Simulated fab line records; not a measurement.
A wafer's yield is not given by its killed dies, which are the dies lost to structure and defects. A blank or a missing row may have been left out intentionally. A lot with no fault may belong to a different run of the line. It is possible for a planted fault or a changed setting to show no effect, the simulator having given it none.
Code-filled problem report in 8D (eight disciplines) form | flow sky130 | the parts of the form that need people (team, actions taken, sign-off) are left out

== 1. WHAT IS WRONG ==
At SKY_VIA2_CVD_21, chamberPressureTorr averages 43.73 Torr over 3 wafers from 2 lots, while fault-free wafers read 40.00 Torr, standard deviation 0.087. That puts it +43 standard deviations away from the usual mean.
The step: deposits W, target thk 420 nm, time 126.4 s.
Earliest sighting: wafer L871.4 on cvdW-02 at day 39 09:25. At this step, 36 wafers from 12 lots have a number in the record. By rule, "out" or "out of limits" means more than 4 standard deviations away from the usual mean. All remaining wafers that have a number are taken as sound.

== 2. WHAT IT IS, AND WHAT IT ISN'T ==
question                    | is                     | is not
which readings at this step | chamberPressureTorr    | heaterPowerW
which lots                  | L871, L873             | L862, L863, L864, L865, L866, L868, L882, L883, L884, L885
which wafers of those lots  | L871.4, L871.6, L873.3 | L871.5, L873.2, L873.6
read on which tools         | cvdW-02                | cvdW-01
when                        | from day 39 09:25      | up to then (19 sound wafers); but 14 sound wafers of L873, L882, L883, L884, L885 came after

== 3. WHAT RULES OUT EACH SUSPECT ==
Counting: if a tool at a process step up to the reading ran every lot that is out, it stays a suspect. Sound lots after the first of them don't rule it out here, since some wafers of a struck lot are sound.
- cvdW-02 at SKY_VIA2_CVD_21 (deposits W, target thk 420 nm, time 126.4 s): kept. Every lot that is out went through it, the first being L871 (day 39 09:25); the last sound lot it ran before that was L868 (day 38 20:43). Its own readings are out on those wafers: chamberPressureTorr.
- Within cvdW-02 at SKY_VIA2_CVD_21, the wafers that are out were processed in chamber 1 and their sound lot-mates in chamber 0.
Left after counting: cvdW-02 at SKY_VIA2_CVD_21.

== 4. THE CAUSE (what the simulator had put in) ==
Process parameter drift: cvdW-02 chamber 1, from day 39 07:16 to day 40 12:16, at SKY_VIA2_CVD_21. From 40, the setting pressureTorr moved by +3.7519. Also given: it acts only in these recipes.
Counting left only this tool.

== 5. THE EFFECT CHAIN, in route order ==
One row per reading whose mean, taken over the struck wafers that have a number, lies over 3 standard deviations from the usual. Only readings whose record carries a usual standard deviation are examined. hours: median over the lots of the time between each lot's start at the first step of this table that gives one and its start at this step. sigmas: the change, counted in usual standard deviations.
hours | step                | reading             | usual        | on struck wafers | change | sigmas
0     | SKY_VIA2_CVD_21     | chamberPressureTorr | 40.00 Torr   | 43.73            | +3.73  | +43
0     | SKY_VIA2_RS_MEAS_22 | VIA2_W_RS           | 0.273 ohm/sq | 0.264            | -0.009 | -3.0
Here are the process steps it includes:
- SKY_VIA2_CVD_21: deposits W, target thk 420 nm, time 126.4 s.
At these later measuring or inspecting steps, every struck wafer for which the step has a row has a number for every such reading, and none has moved that far: SKY_CAPM_RS_MEAS_03.

== 6. WHAT WOULD HAVE CAUGHT IT SOONER ==
2 hours passed between the start of the fault at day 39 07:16 and the first reading out of limits in this record, taken at day 39 09:25.
